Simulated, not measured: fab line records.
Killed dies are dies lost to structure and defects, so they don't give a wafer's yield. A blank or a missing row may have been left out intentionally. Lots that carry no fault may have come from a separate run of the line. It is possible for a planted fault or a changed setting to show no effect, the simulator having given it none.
fab line records :: flow gf180mcu
record
  lots=12
  wafers=36
  last-day=34
route steps=602 shown V2@392 V3@445 M4@472
lots untouched by any fault: they come from a run of this same line in which no faults occurred
start-h: hours from the record's first day to the start of the lot's first wafer shown :: wait-h: how many hours have passed since the lot's step before this one :: " same as the row above :: L1.1+2: a row that stands for several wafers :: - no value present, or no start provided :: * or withheld: withheld :: < > ~ a bound
route shown NAME@n: names a module that has steps shown in the file, with the first one's number in the route :: usual: the fault-free wafers' mean and standard deviation :: same: alike in all rows :: chamber/n: place in a boat :: sites: each site's reading :: _std_site: their standard deviation :: _edge_site: the outer-site mean with the inner-site mean subtracted :: radius-mm: for every site, how far away it sits from the centre of the wafer :: mask NAME#n: copy n :: behind: the tool/chamber that last shaped the wafer :: hold: what put the lot on hold/how long, in hours/how the hold closed :: device: names the non-switching transistor (n, p or np) :: end of line: the same wafers' tests at the end of the route :: for a step that has no rows: nothing shown but its recipe :: killed: dies lost to structure and defects at the first sort, not the wafer's yield :: map: the dies of a wafer, with x for killed, . for not killed, _ for no die there
set.NAME: the setting as run; set.NAME@STEP: as run at that earlier step :: model.NAME: the simulator's own value behind a step, which no gauge read
steps of the route over a sample of lots; a table a step, a row a wafer
services: the hour from which a tool's chamber was out of use, counted from the record's first day as start-h (under 0 if before that day), plus the number of hours and why
## steps
# step GF_V2_SOFTBAKE_10
# recipe
  temp-c=130
  time-s=60
  resist=KrF
# usual
  resist-line-temp-C=22.96/0.1
  run-length-s=89.13/0.26
lot.wafer: L726.1
tool: litho-track-04
chamber: 0
start-h: 459
wait-h: -
resist-line-temp-C: 22.90
run-length-s: 89.02

lot.wafer: L726.3
tool: litho-track-04
chamber: 0
start-h: 459
wait-h: -
resist-line-temp-C: 23.14
run-length-s: 88.87

lot.wafer: L726.6
tool: litho-track-04
chamber: 0
start-h: 459
wait-h: -
resist-line-temp-C: 23.01
run-length-s: 88.97

lot.wafer: L728.1
tool: litho-track-02
chamber: 0
start-h: 483
wait-h: -
resist-line-temp-C: 22.95
run-length-s: 89.51

lot.wafer: L728.2
tool: litho-track-02
chamber: 0
start-h: 483
wait-h: -
resist-line-temp-C: 22.97
run-length-s: 89.52

lot.wafer: L728.3
tool: litho-track-02
chamber: 0
start-h: 483
wait-h: -
resist-line-temp-C: 22.81
run-length-s: 89.39

lot.wafer: L729.1
tool: litho-track-02
chamber: 0
start-h: 490
wait-h: -
resist-line-temp-C: 22.97
run-length-s: 89.35

lot.wafer: L729.3
tool: litho-track-02
chamber: 0
start-h: 490
wait-h: -
resist-line-temp-C: 22.88
run-length-s: 89.47

lot.wafer: L729.5
tool: litho-track-02
chamber: 0
start-h: 490
wait-h: -
resist-line-temp-C: 23.02
run-length-s: 89.64

lot.wafer: L730.1
tool: litho-track-03
chamber: 0
start-h: 500
wait-h: -
resist-line-temp-C: 22.86
run-length-s: 89.07

lot.wafer: L730.2
tool: litho-track-03
chamber: 0
start-h: 500
wait-h: -
resist-line-temp-C: 22.79
run-length-s: 89.03

lot.wafer: L730.3
tool: litho-track-03
chamber: 0
start-h: 500
wait-h: -
resist-line-temp-C: 22.89
run-length-s: 89.07

lot.wafer: L731.2
tool: litho-track-04
chamber: 0
start-h: 511
wait-h: -
resist-line-temp-C: 22.89
run-length-s: 88.96

lot.wafer: L731.4
tool: litho-track-04
chamber: 0
start-h: 511
wait-h: -
resist-line-temp-C: 22.88
run-length-s: 89.18

lot.wafer: L731.6
tool: litho-track-04
chamber: 0
start-h: 511
wait-h: -
resist-line-temp-C: 22.93
run-length-s: 88.99

lot.wafer: L732.1
tool: litho-track-04
chamber: 0
start-h: 521
wait-h: -
resist-line-temp-C: 22.98
run-length-s: 88.92

lot.wafer: L732.4
tool: litho-track-04
chamber: 0
start-h: 521
wait-h: -
resist-line-temp-C: 23.03
run-length-s: 89.12

lot.wafer: L732.5
tool: litho-track-04
chamber: 0
start-h: 521
wait-h: -
resist-line-temp-C: 23.11
run-length-s: 88.95

lot.wafer: L737.1
tool: litho-track-04
chamber: 0
start-h: 560
wait-h: -
resist-line-temp-C: 22.96
run-length-s: 98.99

lot.wafer: L737.3
tool: litho-track-04
chamber: 0
start-h: 560
wait-h: -
resist-line-temp-C: 22.97
run-length-s: 99.14

lot.wafer: L737.4
tool: litho-track-04
chamber: 0
start-h: 560
wait-h: -
resist-line-temp-C: 22.95
run-length-s: 99.10

lot.wafer: L740.1
tool: litho-track-04
chamber: 0
start-h: 584
wait-h: -
resist-line-temp-C: 22.96
run-length-s: 98.97

lot.wafer: L740.2
tool: litho-track-04
chamber: 0
start-h: 584
wait-h: -
resist-line-temp-C: 22.87
run-length-s: 98.97

lot.wafer: L740.6
tool: litho-track-04
chamber: 0
start-h: 584
wait-h: -
resist-line-temp-C: 22.94
run-length-s: 99.19

lot.wafer: L743.1
tool: litho-track-02
chamber: 0
start-h: 601
wait-h: -
resist-line-temp-C: 23.01
run-length-s: 89.54

lot.wafer: L743.2
tool: litho-track-02
chamber: 0
start-h: 601
wait-h: -
resist-line-temp-C: 22.99
run-length-s: 89.65

lot.wafer: L743.6
tool: litho-track-02
chamber: 0
start-h: 601
wait-h: -
resist-line-temp-C: 22.85
run-length-s: 89.34

lot.wafer: L746.2
tool: litho-track-02
chamber: 0
start-h: 625
wait-h: -
resist-line-temp-C: 22.85
run-length-s: 89.61

lot.wafer: L746.5
tool: litho-track-02
chamber: 0
start-h: 625
wait-h: -
resist-line-temp-C: 22.95
run-length-s: 89.40

lot.wafer: L746.6
tool: litho-track-02
chamber: 0
start-h: 625
wait-h: -
resist-line-temp-C: 22.88
run-length-s: 89.44

lot.wafer: L747.1
tool: litho-track-03
chamber: 0
start-h: 628
wait-h: -
resist-line-temp-C: 22.93
run-length-s: 89.05

lot.wafer: L747.2
tool: litho-track-03
chamber: 0
start-h: 628
wait-h: -
resist-line-temp-C: 22.94
run-length-s: 88.95

lot.wafer: L747.6
tool: litho-track-03
chamber: 0
start-h: 628
wait-h: -
resist-line-temp-C: 22.96
run-length-s: 89.11

lot.wafer: L748.2
tool: litho-track-03
chamber: 0
start-h: 637
wait-h: -
resist-line-temp-C: 22.97
run-length-s: 89.05

lot.wafer: L748.3
tool: litho-track-03
chamber: 0
start-h: 637
wait-h: -
resist-line-temp-C: 22.95
run-length-s: 88.89

lot.wafer: L748.4
tool: litho-track-03
chamber: 0
start-h: 637
wait-h: -
resist-line-temp-C: 22.88
run-length-s: 88.90
# step GF_V3_ETCH_16
# recipe
  chemistry=N2/H2
  target-depth-a=withheld
  overetch-a=withheld
  time-s=withheld
  target=BARC
  ion-energy-ev=200
  source-w=500
  bias-w=100
  pressure-mtorr=30
  n2-flow-sccm=100
  h2-flow-sccm=200
# usual
  drypump-motor-current-A=5.6/0.42
  oes-product-au=0.855/0.0048
  throttle-valve-pct=13.224/0.0088
lot.wafer: L726.1
tool: rie-diel-01
chamber: 1
start-h: 521.12
wait-h: 0.0
drypump-motor-current-A: 5.7
oes-product-au: 0.854
throttle-valve-pct: 13.223

lot.wafer: L726.3
tool: rie-diel-01
chamber: 3
start-h: 521.12
wait-h: 0.0
drypump-motor-current-A: 5.8
oes-product-au: 0.847
throttle-valve-pct: 13.223

lot.wafer: L726.6
tool: rie-diel-01
chamber: 2
start-h: 521.12
wait-h: 0.0
drypump-motor-current-A: 6.3
oes-product-au: 0.855
throttle-valve-pct: 13.214

lot.wafer: L728.1
tool: rie-diel-03
chamber: 1
start-h: 544.90
wait-h: 0.0
drypump-motor-current-A: 5.8
oes-product-au: 0.844
throttle-valve-pct: 13.238

lot.wafer: L728.2
tool: rie-diel-03
chamber: 0
start-h: 544.90
wait-h: 0.0
drypump-motor-current-A: 5.7
oes-product-au: 0.860
throttle-valve-pct: 13.226

lot.wafer: L728.3
tool: rie-diel-03
chamber: 2
start-h: 544.90
wait-h: 0.0
drypump-motor-current-A: 5.4
oes-product-au: 0.856
throttle-valve-pct: 13.212

lot.wafer: L729.1
tool: rie-diel-04
chamber: 2
start-h: 552.07
wait-h: 0.0
drypump-motor-current-A: 5.6
oes-product-au: 0.863
throttle-valve-pct: 13.223

lot.wafer: L729.3
tool: rie-diel-04
chamber: 0
start-h: 552.07
wait-h: 0.0
drypump-motor-current-A: 5.3
oes-product-au: 0.856
throttle-valve-pct: 13.234

lot.wafer: L729.5
tool: rie-diel-04
chamber: 2
start-h: 552.07
wait-h: 0.0
drypump-motor-current-A: 5.5
oes-product-au: 0.859
throttle-valve-pct: 13.225

lot.wafer: L730.1
tool: rie-diel-03
chamber: 1
start-h: 560.87
wait-h: 0.0
drypump-motor-current-A: 5.8
oes-product-au: 0.852
throttle-valve-pct: 13.221

lot.wafer: L730.2
tool: rie-diel-03
chamber: 2
start-h: 560.87
wait-h: 0.0
drypump-motor-current-A: 5.4
oes-product-au: 0.857
throttle-valve-pct: 13.232

lot.wafer: L730.3
tool: rie-diel-03
chamber: 0
start-h: 560.87
wait-h: 0.0
drypump-motor-current-A: 5.7
oes-product-au: 0.849
throttle-valve-pct: 13.209

lot.wafer: L731.2
tool: rie-diel-04
chamber: 2
start-h: 571.77
wait-h: 0.0
drypump-motor-current-A: 5.5
oes-product-au: 0.858
throttle-valve-pct: 13.223

lot.wafer: L731.4
tool: rie-diel-04
chamber: 3
start-h: 571.77
wait-h: 0.0
drypump-motor-current-A: 5.5
oes-product-au: 0.854
throttle-valve-pct: 13.216

lot.wafer: L731.6
tool: rie-diel-04
chamber: 3
start-h: 571.77
wait-h: 0.0
drypump-motor-current-A: 5.5
oes-product-au: 0.854
throttle-valve-pct: 13.218

lot.wafer: L732.1
tool: rie-diel-04
chamber: 1
start-h: 580.10
wait-h: 0.0
drypump-motor-current-A: 6.2
oes-product-au: 0.855
throttle-valve-pct: 13.225

lot.wafer: L732.4
tool: rie-diel-04
chamber: 2
start-h: 580.10
wait-h: 0.0
drypump-motor-current-A: 5.5
oes-product-au: 0.850
throttle-valve-pct: 13.227

lot.wafer: L732.5
tool: rie-diel-04
chamber: 2
start-h: 580.10
wait-h: 0.0
drypump-motor-current-A: 5.5
oes-product-au: 0.850
throttle-valve-pct: 13.204

lot.wafer: L737.1
tool: rie-diel-04
chamber: 0
start-h: 617.17
wait-h: 0.0
drypump-motor-current-A: 5.3
oes-product-au: 0.853
throttle-valve-pct: 13.231

lot.wafer: L737.3
tool: rie-diel-04
chamber: 3
start-h: 617.17
wait-h: 0.0
drypump-motor-current-A: 5.5
oes-product-au: 0.854
throttle-valve-pct: 13.225

lot.wafer: L737.4
tool: rie-diel-04
chamber: 1
start-h: 617.17
wait-h: 0.0
drypump-motor-current-A: 6.2
oes-product-au: 0.857
throttle-valve-pct: 13.218

lot.wafer: L740.1
tool: rie-diel-01
chamber: 1
start-h: 641.12
wait-h: 0.0
drypump-motor-current-A: 5.7
oes-product-au: 0.851
throttle-valve-pct: 13.225

lot.wafer: L740.2
tool: rie-diel-01
chamber: 2
start-h: 641.12
wait-h: 0.0
drypump-motor-current-A: 6.3
oes-product-au: 0.855
throttle-valve-pct: 13.225

lot.wafer: L740.6
tool: rie-diel-01
chamber: 3
start-h: 641.12
wait-h: 0.0
drypump-motor-current-A: 5.8
oes-product-au: 0.853
throttle-valve-pct: 13.220

lot.wafer: L743.1
tool: rie-diel-03
chamber: 3
start-h: 655.37
wait-h: 0.0
drypump-motor-current-A: 4.8
oes-product-au: 0.853
throttle-valve-pct: 13.237

lot.wafer: L743.2
tool: rie-diel-03
chamber: 0
start-h: 655.37
wait-h: 0.0
drypump-motor-current-A: 5.7
oes-product-au: 0.856
throttle-valve-pct: 13.226

lot.wafer: L743.6
tool: rie-diel-03
chamber: 3
start-h: 655.37
wait-h: 0.0
drypump-motor-current-A: 4.8
oes-product-au: 0.864
throttle-valve-pct: 13.214

lot.wafer: L746.2
tool: rie-diel-01
chamber: 3
start-h: 676.92
wait-h: 0.0
drypump-motor-current-A: 5.7
oes-product-au: 0.858
throttle-valve-pct: 13.241

lot.wafer: L746.5
tool: rie-diel-01
chamber: 1
start-h: 676.92
wait-h: 0.0
drypump-motor-current-A: 5.7
oes-product-au: 0.858
throttle-valve-pct: 13.232

lot.wafer: L746.6
tool: rie-diel-01
chamber: 0
start-h: 676.92
wait-h: 0.0
drypump-motor-current-A: 5.7
oes-product-au: 0.864
throttle-valve-pct: 13.234

lot.wafer: L747.1
tool: rie-diel-03
chamber: 3
start-h: 681.07
wait-h: 0.0
drypump-motor-current-A: 4.8
oes-product-au: 0.856
throttle-valve-pct: 13.232

lot.wafer: L747.2
tool: rie-diel-03
chamber: 0
start-h: 681.07
wait-h: 0.0
drypump-motor-current-A: 5.7
oes-product-au: 0.849
throttle-valve-pct: 13.231

lot.wafer: L747.6
tool: rie-diel-03
chamber: 0
start-h: 681.07
wait-h: 0.0
drypump-motor-current-A: 5.7
oes-product-au: 0.860
throttle-valve-pct: 13.229

lot.wafer: L748.2
tool: rie-diel-04
chamber: 0
start-h: 689.20
wait-h: 0.0
drypump-motor-current-A: 5.3
oes-product-au: 0.863
throttle-valve-pct: 13.192

lot.wafer: L748.3
tool: rie-diel-04
chamber: 1
start-h: 689.20
wait-h: 0.0
drypump-motor-current-A: 6.2
oes-product-au: 0.861
throttle-valve-pct: 13.223

lot.wafer: L748.4
tool: rie-diel-04
chamber: 2
start-h: 689.20
wait-h: 0.0
drypump-motor-current-A: 5.5
oes-product-au: 0.852
throttle-valve-pct: 13.232
# step GF_V3_SPUTTER_21
# recipe
  material=Ti
  target-thk-nm=15
  chamber-pressure-pa=5
  power-w=2500
  substrate-temp-c=200
  time-s=80.02
# usual
  chamber-pressure-pa=5.000/0.0095
  throttle-valve-pct=30.3/0.93
# same
  time-s=80.02
lot.wafer: L726.1
tool: pvd-sputter-01
chamber: -
start-h: 522.19
wait-h: 0.0
chamber-pressure-pa: 5.000
throttle-valve-pct: 29.3

lot.wafer: L726.3
tool: pvd-sputter-01
chamber: -
start-h: 522.19
wait-h: 0.0
chamber-pressure-pa: 4.993
throttle-valve-pct: 30.1

lot.wafer: L726.6
tool: pvd-sputter-01
chamber: -
start-h: 522.19
wait-h: 0.0
chamber-pressure-pa: 4.994
throttle-valve-pct: 29.9

lot.wafer: L728.1
tool: pvd-sputter-01
chamber: -
start-h: 545.57
wait-h: 0.0
chamber-pressure-pa: 5.012
throttle-valve-pct: 31.6

lot.wafer: L728.2
tool: pvd-sputter-01
chamber: -
start-h: 545.57
wait-h: 0.0
chamber-pressure-pa: 4.992
throttle-valve-pct: 29.4

lot.wafer: L728.3
tool: pvd-sputter-01
chamber: -
start-h: 545.57
wait-h: 0.0
chamber-pressure-pa: 4.990
throttle-valve-pct: 31.0

lot.wafer: L729.1
tool: pvd-sputter-02
chamber: -
start-h: 552.74
wait-h: 0.0
chamber-pressure-pa: 5.008
throttle-valve-pct: 30.7

lot.wafer: L729.3
tool: pvd-sputter-02
chamber: -
start-h: 552.74
wait-h: 0.0
chamber-pressure-pa: 5.007
throttle-valve-pct: 29.3

lot.wafer: L729.5
tool: pvd-sputter-02
chamber: -
start-h: 552.74
wait-h: 0.0
chamber-pressure-pa: 5.003
throttle-valve-pct: 31.9

lot.wafer: L730.1
tool: pvd-sputter-03
chamber: -
start-h: 561.54
wait-h: 0.0
chamber-pressure-pa: 5.008
throttle-valve-pct: 30.1

lot.wafer: L730.2
tool: pvd-sputter-03
chamber: -
start-h: 561.54
wait-h: 0.0
chamber-pressure-pa: 5.011
throttle-valve-pct: 29.4

lot.wafer: L730.3
tool: pvd-sputter-03
chamber: -
start-h: 561.54
wait-h: 0.0
chamber-pressure-pa: 5.014
throttle-valve-pct: 29.7

lot.wafer: L731.2
tool: pvd-sputter-01
chamber: -
start-h: 572.50
wait-h: 0.0
chamber-pressure-pa: 5.007
throttle-valve-pct: 31.3

lot.wafer: L731.4
tool: pvd-sputter-01
chamber: -
start-h: 572.50
wait-h: 0.0
chamber-pressure-pa: 5.002
throttle-valve-pct: 31.2

lot.wafer: L731.6
tool: pvd-sputter-01
chamber: -
start-h: 572.50
wait-h: 0.0
chamber-pressure-pa: 4.994
throttle-valve-pct: 30.1

lot.wafer: L732.1
tool: pvd-sputter-01
chamber: -
start-h: 580.77
wait-h: 0.0
chamber-pressure-pa: 4.992
throttle-valve-pct: 30.2

lot.wafer: L732.4
tool: pvd-sputter-01
chamber: -
start-h: 580.77
wait-h: 0.0
chamber-pressure-pa: 5.011
throttle-valve-pct: 29.6

lot.wafer: L732.5
tool: pvd-sputter-01
chamber: -
start-h: 580.77
wait-h: 0.0
chamber-pressure-pa: 4.994
throttle-valve-pct: 30.0

lot.wafer: L737.1
tool: pvd-sputter-01
chamber: -
start-h: 617.84
wait-h: 0.0
chamber-pressure-pa: 4.998
throttle-valve-pct: 30.1

lot.wafer: L737.3
tool: pvd-sputter-01
chamber: -
start-h: 617.84
wait-h: 0.0
chamber-pressure-pa: 4.997
throttle-valve-pct: 30.8

lot.wafer: L737.4
tool: pvd-sputter-01
chamber: -
start-h: 617.84
wait-h: 0.0
chamber-pressure-pa: 4.993
throttle-valve-pct: 31.6

lot.wafer: L740.1
tool: pvd-sputter-02
chamber: -
start-h: 641.78
wait-h: 0.0
chamber-pressure-pa: 4.999
throttle-valve-pct: 32.0

lot.wafer: L740.2
tool: pvd-sputter-02
chamber: -
start-h: 641.78
wait-h: 0.0
chamber-pressure-pa: 5.003
throttle-valve-pct: 30.7

lot.wafer: L740.6
tool: pvd-sputter-02
chamber: -
start-h: 641.78
wait-h: 0.0
chamber-pressure-pa: 4.988
throttle-valve-pct: 30.7

lot.wafer: L743.1
tool: pvd-sputter-03
chamber: -
start-h: 656.10
wait-h: 0.0
chamber-pressure-pa: 5.006
throttle-valve-pct: 29.0

lot.wafer: L743.2
tool: pvd-sputter-03
chamber: -
start-h: 656.10
wait-h: 0.0
chamber-pressure-pa: 4.993
throttle-valve-pct: 29.4

lot.wafer: L743.6
tool: pvd-sputter-03
chamber: -
start-h: 656.10
wait-h: 0.0
chamber-pressure-pa: 5.001
throttle-valve-pct: 29.5

lot.wafer: L746.2
tool: pvd-sputter-01
chamber: -
start-h: 677.62
wait-h: 0.0
chamber-pressure-pa: 5.000
throttle-valve-pct: 31.6

lot.wafer: L746.5
tool: pvd-sputter-01
chamber: -
start-h: 677.62
wait-h: 0.0
chamber-pressure-pa: 4.997
throttle-valve-pct: 31.2

lot.wafer: L746.6
tool: pvd-sputter-01
chamber: -
start-h: 677.62
wait-h: 0.0
chamber-pressure-pa: 4.997
throttle-valve-pct: 30.9

lot.wafer: L747.1
tool: pvd-sputter-02
chamber: -
start-h: 681.84
wait-h: 0.0
chamber-pressure-pa: 5.007
throttle-valve-pct: 31.0

lot.wafer: L747.2
tool: pvd-sputter-02
chamber: -
start-h: 681.84
wait-h: 0.0
chamber-pressure-pa: 4.992
throttle-valve-pct: 29.4

lot.wafer: L747.6
tool: pvd-sputter-02
chamber: -
start-h: 681.84
wait-h: 0.0
chamber-pressure-pa: 4.990
throttle-valve-pct: 32.1

lot.wafer: L748.2
tool: pvd-sputter-02
chamber: -
start-h: 689.87
wait-h: 0.0
chamber-pressure-pa: 4.994
throttle-valve-pct: 30.9

lot.wafer: L748.3
tool: pvd-sputter-02
chamber: -
start-h: 689.87
wait-h: 0.0
chamber-pressure-pa: 4.991
throttle-valve-pct: 32.2

lot.wafer: L748.4
tool: pvd-sputter-02
chamber: -
start-h: 689.87
wait-h: 0.0
chamber-pressure-pa: 4.998
throttle-valve-pct: 29.4
# step GF_M4_METAL_ETCH_16
# recipe
  chemistry=Cl2/BCl3
  mask-material=KrF
  target-depth-nm=750.8
  stop-on=SiO2
  pressure-mtorr=8
  icp-w=800
  bias-w=140
  Cl2_flow_sccm=80
  bcl3-flow-sccm=40
  time-s=125.1
# usual
  drypump-motor-current-A=5.5/0.7
  oes-product-au=0.991/0.0062
  throttle-valve-pct=28.230/0.011
# same
  time-s=125.1
lot.wafer: L726.1
tool: rie-metal-03
chamber: 1
start-h: 545.90
wait-h: 0.0
drypump-motor-current-A: 5.4
oes-product-au: 1.000
rf-hours-counter-h: 1
throttle-valve-pct: 28.240

lot.wafer: L726.3
tool: rie-metal-03
chamber: 1
start-h: 545.90
wait-h: 0.0
drypump-motor-current-A: 5.4
oes-product-au: 0.996
rf-hours-counter-h: -
throttle-valve-pct: 28.229

lot.wafer: L726.6
tool: rie-metal-03
chamber: 0
start-h: 545.90
wait-h: 0.0
drypump-motor-current-A: 4.9
oes-product-au: 0.987
rf-hours-counter-h: -
throttle-valve-pct: 28.213

lot.wafer: L728.1
tool: rie-metal-04
chamber: 1
start-h: 569.25
wait-h: 0.0
drypump-motor-current-A: 4.9
oes-product-au: 0.985
rf-hours-counter-h: 2
throttle-valve-pct: 28.209

lot.wafer: L728.2
tool: rie-metal-04
chamber: 0
start-h: 569.25
wait-h: 0.0
drypump-motor-current-A: 6.7
oes-product-au: 0.996
rf-hours-counter-h: 8
throttle-valve-pct: 28.198

lot.wafer: L728.3
tool: rie-metal-04
chamber: 0
start-h: 569.25
wait-h: 0.0
drypump-motor-current-A: 6.8
oes-product-au: 0.990
rf-hours-counter-h: -
throttle-valve-pct: 28.212

lot.wafer: L729.1
tool: rie-metal-02
chamber: 1
start-h: 575.40
wait-h: 0.0
drypump-motor-current-A: 5.1
oes-product-au: 0.988
rf-hours-counter-h: 5
throttle-valve-pct: 28.244

lot.wafer: L729.3
tool: rie-metal-02
chamber: 1
start-h: 575.40
wait-h: 0.0
drypump-motor-current-A: 5.2
oes-product-au: 0.992
rf-hours-counter-h: -
throttle-valve-pct: 28.240

lot.wafer: L729.5
tool: rie-metal-02
chamber: 1
start-h: 575.40
wait-h: 0.0
drypump-motor-current-A: 5.1
oes-product-au: 0.996
rf-hours-counter-h: -
throttle-valve-pct: 28.231

lot.wafer: L730.1
tool: rie-metal-02
chamber: 0
start-h: 584.40
wait-h: 0.0
drypump-motor-current-A: 6.0
oes-product-au: 0.988
rf-hours-counter-h: 8
throttle-valve-pct: 28.236

lot.wafer: L730.2
tool: rie-metal-02
chamber: 1
start-h: 584.40
wait-h: 0.0
drypump-motor-current-A: 5.2
oes-product-au: 0.980
rf-hours-counter-h: 5
throttle-valve-pct: 28.239

lot.wafer: L730.3
tool: rie-metal-02
chamber: 0
start-h: 584.40
wait-h: 0.0
drypump-motor-current-A: 6.1
oes-product-au: 0.973
rf-hours-counter-h: -
throttle-valve-pct: 28.230

lot.wafer: L731.2
tool: rie-metal-04
chamber: 1
start-h: 594.70
wait-h: 0.0
drypump-motor-current-A: 4.9
oes-product-au: 0.985
rf-hours-counter-h: 2
throttle-valve-pct: 28.229

lot.wafer: L731.4
tool: rie-metal-04
chamber: 1
start-h: 594.70
wait-h: 0.0
drypump-motor-current-A: 4.9
oes-product-au: 0.991
rf-hours-counter-h: -
throttle-valve-pct: 28.235

lot.wafer: L731.6
tool: rie-metal-04
chamber: 0
start-h: 594.70
wait-h: 0.0
drypump-motor-current-A: 6.7
oes-product-au: 0.997
rf-hours-counter-h: -
throttle-valve-pct: 28.232

lot.wafer: L732.1
tool: rie-metal-03
chamber: 0
start-h: 602.67
wait-h: 0.0
drypump-motor-current-A: 4.9
oes-product-au: 0.988
rf-hours-counter-h: 5
throttle-valve-pct: 28.230

lot.wafer: L732.4
tool: rie-metal-03
chamber: 1
start-h: 602.67
wait-h: 0.0
drypump-motor-current-A: 5.4
oes-product-au: 0.994
rf-hours-counter-h: -
throttle-valve-pct: 28.226

lot.wafer: L732.5
tool: rie-metal-03
chamber: 0
start-h: 602.67
wait-h: 0.0
drypump-motor-current-A: 4.9
oes-product-au: 0.993
rf-hours-counter-h: -
throttle-valve-pct: 28.228

lot.wafer: L737.1
tool: rie-metal-03
chamber: 1
start-h: 639.40
wait-h: 0.0
drypump-motor-current-A: 5.4
oes-product-au: 0.990
rf-hours-counter-h: 4
throttle-valve-pct: 28.242

lot.wafer: L737.3
tool: rie-metal-03
chamber: 1
start-h: 639.40
wait-h: 0.0
drypump-motor-current-A: 5.4
oes-product-au: 0.989
rf-hours-counter-h: -
throttle-valve-pct: 28.228

lot.wafer: L737.4
tool: rie-metal-03
chamber: 0
start-h: 639.40
wait-h: 0.0
drypump-motor-current-A: 4.8
oes-product-au: 0.992
rf-hours-counter-h: -
throttle-valve-pct: 28.244

lot.wafer: L740.1
tool: rie-metal-04
chamber: 1
start-h: 662.17
wait-h: 0.0
drypump-motor-current-A: 4.9
oes-product-au: 0.995
rf-hours-counter-h: 5
throttle-valve-pct: 28.227

lot.wafer: L740.2
tool: rie-metal-04
chamber: 1
start-h: 662.17
wait-h: 0.0
drypump-motor-current-A: 4.9
oes-product-au: 0.989
rf-hours-counter-h: -
throttle-valve-pct: 28.228

lot.wafer: L740.6
tool: rie-metal-04
chamber: 1
start-h: 662.17
wait-h: 0.0
drypump-motor-current-A: 4.9
oes-product-au: 0.998
rf-hours-counter-h: -
throttle-valve-pct: 28.225

lot.wafer: L743.1
tool: rie-metal-02
chamber: 1
start-h: 675.90
wait-h: 0.0
drypump-motor-current-A: 5.2
oes-product-au: 0.988
rf-hours-counter-h: 8
throttle-valve-pct: 28.232

lot.wafer: L743.2
tool: rie-metal-02
chamber: 0
start-h: 675.90
wait-h: 0.0
drypump-motor-current-A: 6.0
oes-product-au: 0.977
rf-hours-counter-h: 11
throttle-valve-pct: 28.246

lot.wafer: L743.6
tool: rie-metal-02
chamber: 0
start-h: 675.90
wait-h: 0.0
drypump-motor-current-A: 6.0
oes-product-au: 0.979
rf-hours-counter-h: -
throttle-valve-pct: 28.229

lot.wafer: L746.2
tool: rie-metal-04
chamber: 0
start-h: 696.85
wait-h: 0.0
drypump-motor-current-A: 6.7
oes-product-au: 0.993
rf-hours-counter-h: 12
throttle-valve-pct: 28.217

lot.wafer: L746.5
tool: rie-metal-04
chamber: 0
start-h: 696.85
wait-h: 0.0
drypump-motor-current-A: 6.8
oes-product-au: 0.998
rf-hours-counter-h: -
throttle-valve-pct: 28.225

lot.wafer: L746.6
tool: rie-metal-04
chamber: 1
start-h: 696.85
wait-h: 0.0
drypump-motor-current-A: 4.9
oes-product-au: 0.988
rf-hours-counter-h: -
throttle-valve-pct: 28.243

lot.wafer: L747.1
tool: rie-metal-03
chamber: 0
start-h: 701.87
wait-h: 0.0
drypump-motor-current-A: 4.9
oes-product-au: 0.975
rf-hours-counter-h: 9
throttle-valve-pct: 28.235

lot.wafer: L747.2
tool: rie-metal-03
chamber: 1
start-h: 701.87
wait-h: 0.0
drypump-motor-current-A: 5.4
oes-product-au: 0.991
rf-hours-counter-h: 6
throttle-valve-pct: 28.226

lot.wafer: L747.6
tool: rie-metal-03
chamber: 0
start-h: 701.87
wait-h: 0.0
drypump-motor-current-A: 4.9
oes-product-au: 0.991
rf-hours-counter-h: -
throttle-valve-pct: 28.234

lot.wafer: L748.2
tool: rie-metal-02
chamber: 1
start-h: 709.90
wait-h: 0.0
drypump-motor-current-A: 5.1
oes-product-au: 0.989
rf-hours-counter-h: 10
throttle-valve-pct: 28.239

lot.wafer: L748.3
tool: rie-metal-02
chamber: 0
start-h: 709.90
wait-h: 0.0
drypump-motor-current-A: 6.0
oes-product-au: 0.991
rf-hours-counter-h: -
throttle-valve-pct: 28.240

lot.wafer: L748.4
tool: rie-metal-02
chamber: 1
start-h: 709.90
wait-h: 0.0
drypump-motor-current-A: 5.2
oes-product-au: 0.993
rf-hours-counter-h: -
throttle-valve-pct: 28.226
## services
tool: rie-metal-02
chamber: 1
start-h: 442.29
hours: 11.1
kind: repair

tool: rie-metal-04
chamber: 0
start-h: 442.92
hours: 14.4
kind: repair

tool: rie-metal-04
chamber: 1
start-h: 455.40
hours: 1.9
kind: repair

tool: rie-diel-03
chamber: 3
start-h: 465.67
hours: 10.1
kind: repair

tool: pvd-sputter-02
chamber: -
start-h: 468.62
hours: 5.7
kind: repair

tool: rie-diel-04
chamber: 2
start-h: 481.27
hours: 2.9
kind: repair

tool: rie-diel-04
chamber: -
start-h: 484.85
hours: 14.6
kind: pm

tool: rie-diel-04
chamber: 1
start-h: 522.70
hours: 2.6
kind: repair

tool: rie-diel-04
chamber: -
start-h: 531.68
hours: 0.5
kind: repair

tool: rie-metal-04
chamber: 0
start-h: 541.89
hours: 6.5
kind: repair

tool: rie-diel-03
chamber: -
start-h: 552.57
hours: 0.5
kind: repair

tool: rie-metal-02
chamber: -
start-h: 556.85
hours: 2.8
kind: pm

tool: rie-diel-04
chamber: 0
start-h: 560.10
hours: 16.7
kind: repair

tool: rie-metal-03
chamber: -
start-h: 561.64
hours: 2.2
kind: repair

tool: rie-diel-04
chamber: 1
start-h: 571.58
hours: 5.9
kind: repair

tool: pvd-sputter-01
chamber: -
start-h: 592.28
hours: 5.3
kind: repair

tool: rie-diel-04
chamber: -
start-h: 602.83
hours: 2.0
kind: repair

tool: rie-metal-04
chamber: 1
start-h: 611.63
hours: 5.6
kind: repair

tool: rie-metal-02
chamber: 0
start-h: 622.10
hours: 4.6
kind: repair

tool: rie-diel-04
chamber: 0
start-h: 631.39
hours: 9.5
kind: repair

tool: rie-diel-03
chamber: 0
start-h: 634.06
hours: 6.9
kind: repair

tool: pvd-sputter-01
chamber: -
start-h: 645.65
hours: 1.5
kind: repair

tool: rie-diel-04
chamber: -
start-h: 652.69
hours: 2.8
kind: pm

tool: rie-diel-04
chamber: 0
start-h: 673.90
hours: 2.5
kind: repair
## key
first-sign
  step=GF_V2_SOFTBAKE_10
  reading=run-length-s
  direction=up
  sigmas=38
  usual=*
  struck=*
effect none on later readings
met-at GF_V2_SOFTBAKE_10
struck-lots L737,L740
not-acting-at GF_V3_ETCH_16,GF_V3_SPUTTER_21,GF_M4_METAL_ETCH_16
onset-between 521 560
fault
  kind=process-parameter-drift
  tool=litho-track-04
  chamber=-
  onset-h=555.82
  steps=GF_V2_SOFTBAKE_10
  channel=time-s
  offset=*
  shape=step
  end-h=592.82
  acts-in=*
  stated=*
